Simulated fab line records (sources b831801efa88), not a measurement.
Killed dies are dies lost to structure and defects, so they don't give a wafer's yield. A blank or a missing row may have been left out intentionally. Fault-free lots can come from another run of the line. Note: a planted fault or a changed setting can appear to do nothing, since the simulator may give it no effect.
Matching of chambers | flow gf180mcu | GF_V3_ETCH_16 on rie-diel-01 has 4 sister chambers
The step etches BARC in N2/H2. 8 wafers are shown with their chamber, then 12 later ones without.

== WAFERS, EACH WITH ITS CHAMBER ==
wafer  | chamber | drypump-motor-current-A (A) | oes-product-au (a.u.)
L085.4 | 2       | 5.9                         | 0.848
L085.6 | 3       | 6.0                         | 0.856
L087.1 | 1       | 5.2                         | 0.853
L087.2 | 3       | 6.0                         | 0.857
L087.3 | 0       | 5.4                         | 0.852
L087.4 | 2       | 5.8                         | 0.858
L087.5 | 0       | 5.4                         | 0.852
L087.6 | 1       | 5.2                         | 0.856

== WAFERS WITH NO CHAMBER GIVEN ==
wafer  | drypump-motor-current-A (A) | oes-product-au (a.u.)
L091.1 | 5.9                         | 0.856
L091.4 | 5.4                         | 0.862
L091.6 | 6.0                         | 0.855
L094.1 | 5.4                         | 0.847
L094.2 | 5.9                         | 0.860
L094.3 | 6.0                         | 0.859
L094.4 | 5.1                         | 0.855
L094.5 | 6.0                         | 0.850
L094.6 | 5.9                         | 0.854
L096.2 | 5.9                         | 0.854
L096.3 | 5.4                         | 0.847
L096.5 | 6.0                         | 0.845

== THE CHAMBER EACH PASSED THROUGH ==
wafer  | from the rows above     | in truth
L091.1 | can't be placed: 2 or 3 | 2
L091.4 | 0                       | 0
L091.6 | 3                       | 3
L094.1 | 0                       | 0
L094.2 | can't be placed: 2 or 3 | 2
L094.3 | 3                       | 3
L094.4 | 1                       | 1
L094.5 | 3                       | 3
L094.6 | can't be placed: 2 or 3 | 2
L096.2 | can't be placed: 2 or 3 | 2
L096.3 | 0                       | 0
L096.5 | can't be placed: 3 or 2 | 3
7 of 12 placed correctly. From these rows, 5 cannot be placed; in 5 the true chamber is one of the candidates. Placed wrongly: 0.
How it was worked out, from the rows above alone: a wafer's distance from a chamber is the root of the sum, over the readings, of the square of ((its reading less the chamber's mean) divided by the reading's scatter). The wafer belongs to the nearest chamber; if the next one is less than 2 further off, it can't be placed. The mean given for a chamber averages the wafers shown for that chamber. How the scatter is found: for the shown wafers, subtract from each reading the mean of its chamber, square and add these, divide the total by (wafers less chambers), then take the root.
